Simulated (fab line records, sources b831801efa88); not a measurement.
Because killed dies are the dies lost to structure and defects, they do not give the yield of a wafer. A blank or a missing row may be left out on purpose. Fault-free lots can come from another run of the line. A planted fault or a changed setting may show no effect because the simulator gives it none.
8D (eight disciplines) problem report, filled in by code + flow sky130 + the parts of the form that need people (team, actions taken, sign-off) are left out

1. THE PROBLEM
strip time to endpoint s at SKY_VT_ADJUST_NCORE_STRIP_10 reads a mean of 14.78 s on 6 wafers of 2 lots; wafers without a fault read 14.16 s with a standard deviation of 0.041. That puts it +15 standard deviations away from the usual mean.
The step: strips in O2/N2.
Seen first at day 15 06:02 on plasma asher-02, wafer L233.2. Wafers with a number at this step in the record: 36, from 12 lots. The rule behind "out" and "out of limits": a value lying over 4 standard deviations away from the usual mean. All remaining wafers that have a number are taken as sound.

2. WHAT IT IS, WHAT IT ISN'T
| question                    | is                               | is not                                                              |
|-----------------------------|----------------------------------|---------------------------------------------------------------------|
| which readings at this step | strip time to endpoint s         | drypump motor current A, oes product au                             |
| which lots                  | L233, L235                       | L215, L216, L219, L220, L222, L225, L226, L229, L231, L234          |
| which wafers of those lots  | all that have a number           | -                                                                   |
| read on which tools         | plasma asher-01, plasma asher-02 | plasma asher-04                                                     |
| when                        | from day 15 06:02                | up to then (27 sound wafers); but 3 sound wafers of L234 came after |

3. WHAT RULES OUT EACH SUSPECT
Counting: any tool at a process step up to the reading is kept as a suspect provided that every lot that is out went through it and no sound lot did after the first of them.
- plasma asher-03 at SKY_VT_ADJUST_LVTN_STRIP_09 (strips in O2/N2): ruled out as a lasting fault. After its first lot that is out, L233 (day 12 22:35), sound lots L234 ran on it.
- litho track-02 at SKY_VT_ADJUST_NCORE_COAT_02 (resist thk 1140 nm): kept. All lots that are out passed through it, beginning with L233 at day 14 15:34, and no sound lot followed; its final sound lot before that point was L231 at day 14 04:08.
Remaining after the count: litho track-02 at SKY_VT_ADJUST_NCORE_COAT_02.

4. THE CAUSE (what the simulator had put in)
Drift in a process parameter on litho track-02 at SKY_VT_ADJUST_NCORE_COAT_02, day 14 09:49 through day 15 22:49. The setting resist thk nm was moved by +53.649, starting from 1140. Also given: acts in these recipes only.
The count eliminated every tool but this one.

5. THE EFFECT CHAIN, in route order
Each row: a reading where the mean over the struck wafers with a number is more than 3 standard deviations away from the usual. Only readings for which the record gives a usual standard deviation are gone through. hours: the time from each lot's start at the first step in this table that gives one to its start at this step, as a median over the lots. sigmas: the change in usual standard deviations.
| hours | step                         | reading                  | usual   | on struck wafers | change | sigmas |
|-------|------------------------------|--------------------------|---------|------------------|--------|--------|
| 0     | SKY_VT_ADJUST_NCORE_STRIP_10 | strip time to endpoint s | 14.16 s | 14.78            | +0.62  | +15    |
Process steps it contains:
- SKY_VT_ADJUST_NCORE_STRIP_10: strips in O2/N2.

6. WHAT WOULD HAVE CAUGHT IT SOONER
In this record no reading fell out of limits until day 15 06:02, 20 hours after the fault had begun at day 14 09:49.
An alarm limit of 4 standard deviations would not have fired on the tool readings at SKY_VT_ADJUST_NCORE_COAT_02 for which the record gives a usual standard deviation, since none of them was out on any struck wafer.
Lots out: 2; of these, L235 started SKY_VT_ADJUST_NCORE_COAT_02 on litho track-02 after day 15 06:02. A tool hold placed at that time would have kept it from harm.
